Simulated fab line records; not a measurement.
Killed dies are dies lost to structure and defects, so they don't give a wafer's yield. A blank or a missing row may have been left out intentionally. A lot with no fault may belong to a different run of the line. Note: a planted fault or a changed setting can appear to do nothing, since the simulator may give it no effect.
Which tool did it? / flow gf180mcu / 36 wafers from 12 lots sampled at 2 of the route's 602 steps

WHAT EACH GAUGE READ, for each wafer
GF_M3_RS_MEAS_05: the measuring method here is four-point-probe.
lot=L075; measured=day 20 18:02; on=film-metro-01; M3_ALCU_RS (ohm/sq)=0.0702 0.0708 0.0708
lot=L077; measured=day 21 04:59; on=film-metro-02; M3_ALCU_RS (ohm/sq)=0.0688 0.0691 0.0694
lot=L079; measured=day 22 11:52; on=film-metro-01; M3_ALCU_RS (ohm/sq)=0.0694 0.0696 0.0693
lot=L081; measured=day 23 14:46; on=film-metro-04; M3_ALCU_RS (ohm/sq)=0.0686 0.0693 0.0690
lot=L083; measured=day 24 02:11; on=film-metro-02; M3_ALCU_RS (ohm/sq)=0.0681 0.0682 0.0683
lot=L085; measured=day 24 19:43; on=film-metro-04; M3_ALCU_RS (ohm/sq)=0.0692 0.0690 0.0694
lot=L087; measured=day 25 05:34; on=film-metro-01; M3_ALCU_RS (ohm/sq)=0.0694 0.0694 0.0689
lot=L088; measured=day 25 20:49; on=film-metro-01; M3_ALCU_RS (ohm/sq)=0.0697 0.0701 0.0695
lot=L091; measured=day 26 08:22; on=film-metro-02; M3_ALCU_RS (ohm/sq)=0.0697 0.0693 0.0682
lot=L093; measured=day 26 14:18; on=film-metro-02; M3_ALCU_RS (ohm/sq)=0.0696 0.0692 0.0691
lot=L095; measured=day 27 11:16; on=film-metro-01; M3_ALCU_RS (ohm/sq)=0.0698 0.0698 0.0700
lot=L097; measured=day 27 21:08; on=film-metro-04; M3_ALCU_RS (ohm/sq)=0.0693 0.0693 0.0689

WHICH TOOL RAN EACH LOT (tool, then ch and the chambers of the sampled wafers, then the start)
lot=L075; GF_V2_CMP_04=cmp-01 ch 0,2,3, day 19 15:46
lot=L077; GF_V2_CMP_04=cmp-02 ch 1,2,3, day 20 02:28
lot=L079; GF_V2_CMP_04=cmp-02 ch 0,2,3, day 21 10:23
lot=L081; GF_V2_CMP_04=cmp-01 ch 0,1,3, day 22 12:53
lot=L083; GF_V2_CMP_04=cmp-01 ch 0,2,3, day 23 00:44
lot=L085; GF_V2_CMP_04=cmp-02 ch 1,2, day 23 19:38
lot=L087; GF_V2_CMP_04=cmp-02 ch 0,2,3, day 24 05:50
lot=L088; GF_V2_CMP_04=cmp-01 ch 1,2,3, day 24 21:07
lot=L091; GF_V2_CMP_04=cmp-01 ch 1,3, day 25 09:33
lot=L093; GF_V2_CMP_04=cmp-01 ch 1,2,3, day 25 15:07
lot=L095; GF_V2_CMP_04=cmp-01 ch 0,1, day 26 12:23
lot=L097; GF_V2_CMP_04=cmp-02 ch 1,2, day 26 22:18
- GF_V2_CMP_04: polishes SiO2.

THE ANSWER, worked out from the rows above alone
Rule: the lots themselves supply what counts as usual. The widest of any qualifying gaps counts: lots, ordered by their means at a reading, are off when they make up no more than a third of the lots, leave a main group of 4 or more, and stand apart from it by 3 or more times the standard deviation of that group's means. A main group whose means are all the same, to the digits that the tables above print for the reading, isn't used. Also off: a lot with no number at a reading for which 4 or more lots have one. Any other lot the step has rows for is counted as sound.
No lot is off at any reading shown: from this, nothing can be told.

WHAT THE SIMULATOR HAD PUT IN
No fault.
